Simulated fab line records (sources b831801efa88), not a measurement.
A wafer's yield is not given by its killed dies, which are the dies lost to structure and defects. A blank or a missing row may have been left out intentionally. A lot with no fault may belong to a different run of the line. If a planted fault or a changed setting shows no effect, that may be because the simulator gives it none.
Which tool is to blame? -- flow gf180mcu -- Sampling: 14 lots, 42 wafers, 6 of 602 route steps

WHAT EACH GAUGE READ, for each wafer
GF_HV_LDD_TW_MEAS_38.
lot,measured,on,HV_LDD_3_TW
L142,day 11 15:56,film_metro-01,1432 1432 1433
L143,day 11 22:43,film_metro-01,1436 1432 1429
L144,day 12 15:27,film_metro-04,1431 1436 1433
L145,day 12 16:40,film_metro-04,1433 1436 1426
L146,day 12 18:40,film_metro-02,1415 1406 1409
L147,day 13 15:28,film_metro-02,1417 1409 1415
L150,day 14 13:47,film_metro-01,1442 1445 1441
L152,day 14 19:52,film_metro-01,1449 1451 1446
L153,day 15 01:56,film_metro-04,1435 1429 1436
L154,day 15 16:46,film_metro-01,1436 1447 1445
L155,day 16 09:40,film_metro-04,1440 1445 1444
L157,day 16 15:55,film_metro-02,1297 1292 1296
L158,day 16 16:52,film_metro-04,1318 1308 1315
L159,day 17 07:40,film_metro-01,1444 1445 1443

GF_HV_LDD_RS_MEAS_53: measures by four-point-probe.
lot,measured,on,HV_LDD_RS (ohm/sq)
L142,day 12 18:55,film_metro-02,419.4 419.1 420.6
L143,day 12 19:08,film_metro-04,416.3 416.8 417.1
L144,day 13 11:53,film_metro-04,415.9 416.7 416.1
L145,day 13 13:05,film_metro-04,417.1 417.1 417.7
L146,day 13 15:02,film_metro-02,418.4 417.8 417.7
L147,day 14 12:29,film_metro-04,418.5 417.9 417.4
L150,day 15 11:19,film_metro-02,417.5 417.9 417.4
L152,day 15 18:32,film_metro-01,417.3 417.1 417.8
L153,day 15 22:59,film_metro-01,416.9 417.0 417.1
L154,day 16 15:47,film_metro-04,417.9 419.5 418.9
L155,day 17 08:48,film_metro-04,418.5 418.0 417.7
L157,day 17 15:19,film_metro-04,437.7 437.3 437.9
L158,day 17 15:50,film_metro-01,439.0 440.2 438.8
L159,day 18 07:53,film_metro-02,419.4 418.3 418.8

GF_NSD_TW_MEAS_12.
lot,measured,on,NSD_TW
L142,day 13 19:02,film_metro-01,4278 4247 4241
L143,day 13 20:34,film_metro-02,4177 4184 4190
L144,day 14 12:05,film_metro-02,4157 4166 4187
L145,day 14 16:04,film_metro-02,4175 4175 4173
L146,day 14 17:20,film_metro-03,4308 4308 4310
L147,day 15 14:37,film_metro-03,4293 4286 4270
L150,day 16 12:34,film_metro-02,4157 4187 4182
L152,day 16 19:46,film_metro-03,4295 4262 4252
L153,day 17 00:11,film_metro-03,4254 4253 4265
L154,day 17 17:34,film_metro-02,4171 4160 4139
L155,day 18 13:07,film_metro-03,4308 4289 4294
L159,day 19 11:22,film_metro-03,4291 4276 4280

GF_PSD_CD_MEAS_07 targets a cd of 400 nm.
lot,measured,on,cd_nm (nm)
L142,day 14 15:10,cd_sem-01,397.7 395.6 397.7
L143,day 14 17:09,cd_sem-01,402.8 402.0 404.6
L144,day 15 09:07,cd_sem-01,403.1 401.3 401.8
L145,day 15 13:16,cd_sem-01,398.7 399.6 397.4
L146,day 15 14:58,cd_sem-01,403.8 403.2 404.5
L147,day 16 11:42,cd_sem-02,401.7 400.1 402.8
L150,day 17 11:07,cd_sem-01,403.3 402.9 402.0
L152,day 17 18:40,cd_sem-01,405.2 399.9 404.1
L153,day 17 22:41,cd_sem-01,400.3 401.5 399.6
L154,day 18 16:59,cd_sem-01,395.9 396.0 395.3
L155,day 19 13:06,cd_sem-02,402.3 399.1 401.3
L159,day 20 11:21,cd_sem-01,398.3 401.4 397.3

TOOL THAT RAN EACH LOT (tool first, then ch and the chambers of the sampled wafers, then the start)
lot,GF_HV_LDD_IMPLANT_34,GF_HV_LDD_STRIP_37
L142,"implanter-04 ch 0, day 11 15:24","plasma_asher-01 ch 0, day 11 15:50"
L143,"implanter-03 ch 0, day 11 22:10","plasma_asher-01 ch 0,1, day 11 22:37"
L144,"implanter-01 ch 0, day 12 14:54","plasma_asher-01 ch 0,1, day 12 15:21"
L145,"implanter-03 ch 0, day 12 16:07","plasma_asher-04 ch 0,1, day 12 16:34"
L146,"implanter-03 ch 0, day 12 18:00","plasma_asher-03 ch 1, day 12 18:25"
L147,"implanter-01 ch 0, day 13 14:55","plasma_asher-04 ch 0,1, day 13 15:22"
L150,"implanter-03 ch 0, day 14 13:15","plasma_asher-04 ch 0,1, day 14 13:41"
L152,"implanter-03 ch 0, day 14 19:19","plasma_asher-01 ch 1, day 14 19:46"
L153,"implanter-04 ch 0, day 15 01:25","plasma_asher-04 ch 0,1, day 15 01:50"
L154,"implanter-03 ch 0, day 15 16:14","plasma_asher-01 ch 0,1, day 15 16:40"
L155,"implanter-01 ch 0, day 16 09:07","plasma_asher-04 ch 0,1, day 16 09:34"
L157,"implanter-03, day 16 15:22","plasma_asher-03 ch 0,1, day 16 15:49"
L158,"implanter-04, day 16 16:19","plasma_asher-03 ch 0,1, day 16 16:46"
L159,"implanter-01 ch 0, day 17 07:07","plasma_asher-03 ch 0,1, day 17 07:34"
- GF_HV_LDD_IMPLANT_34
- GF_HV_LDD_STRIP_37: strips in O2/N2.

AS READ BY THE TOOLS THEMSELVES (means over the sampled wafers that have a number; for cases with no such wafer, the mark the record gives instead)
GF_HV_LDD_IMPLANT_34.
lot,tool,beam_energy_keV,beam_on_s (s)
L142,implanter-04,60.002,10.00
L143,implanter-03,60.006,10.07
L144,implanter-01,60.013,9.97
L145,implanter-03,60.021,10.15
L146,implanter-03,59.998,9.96
L147,implanter-01,59.986,9.99
L150,implanter-03,60.005,9.89
L152,implanter-03,60.016,10.01
L153,implanter-04,60.016,10.10
L154,implanter-03,60.008,9.97
L155,implanter-01,59.998,9.96
L157,implanter-03,-,-
L158,implanter-04,-,-
L159,implanter-01,59.983,10.14

GF_HV_LDD_STRIP_37.
lot,tool,chamber_pressure_mTorr (mTorr),drypump_motor_current_A (A),heater_power_w (W),n2_flow_sccm (sccm),oes_product_au (a.u.),strip_time_to_endpoint_s (s)
L142,plasma_asher-01,1501.3,6.2,387,300.4,0.714,12.64
L143,plasma_asher-01,1501.5,6.0,314,300.9,0.715,12.68
L144,plasma_asher-01,1500.1,6.0,311,300.4,0.720,12.66
L145,plasma_asher-04,1500.7,6.4,351,299.7,0.715,12.67
L146,plasma_asher-03,1501.2,5.1,376,297.7,0.715,12.67
L147,plasma_asher-04,1500.3,6.4,356,300.3,0.714,12.65
L150,plasma_asher-04,1499.6,6.5,353,300.6,0.713,12.62
L152,plasma_asher-01,1499.4,5.9,272,299.5,0.711,12.66
L153,plasma_asher-04,1499.9,6.4,349,299.1,0.717,12.60
L154,plasma_asher-01,1499.9,6.0,314,300.0,0.713,12.55
L155,plasma_asher-04,1498.9,6.3,331,300.2,0.714,12.62
L157,plasma_asher-03,1500.6,5.7,315,299.6,0.722,12.62
L158,plasma_asher-03,1498.8,5.4,350,299.3,0.717,12.64
L159,plasma_asher-03,1500.6,5.4,340,301.1,0.714,12.63

THE ANSWER, worked out from the rows above alone
Rule: the lots themselves supply what counts as usual. Put in order of their means at a reading, lots are off if they are a third of the lots or fewer, leave a main group of 4 or more, and stand apart from it by a gap of 3 or more times the standard deviation of the main group's means; of several such gaps the widest counts. A main group is skipped when, at the precision printed for the reading in the tables above, its means are all equal. A lot without any number at a reading at which 4 lots or more have one is off too. The other lots that the step has rows for count as sound. First the gauges in route order, then the tools' own readings, where a lot's mean is used as printed above. At the first step where some lot is off, the reading lying furthest off is the one used; lots without a number count as furthest.
Off: L157, L158, seen at GF_HV_LDD_TW_MEAS_38 (HV_LDD_3_TW). Main group: mean 1434, sd 11.
A tool fits if, at a process step before that reading, it ran every lot that is off, and no sound lot after the first of them. Not tried: the gauges at GF_HV_LDD_TW_MEAS_38; whatever is off there is also off at GF_HV_LDD_IMPLANT_34, on other tools, and gauge error can't account for it. Of those tried, none fits.

WHAT THE SIMULATOR HAD PUT IN
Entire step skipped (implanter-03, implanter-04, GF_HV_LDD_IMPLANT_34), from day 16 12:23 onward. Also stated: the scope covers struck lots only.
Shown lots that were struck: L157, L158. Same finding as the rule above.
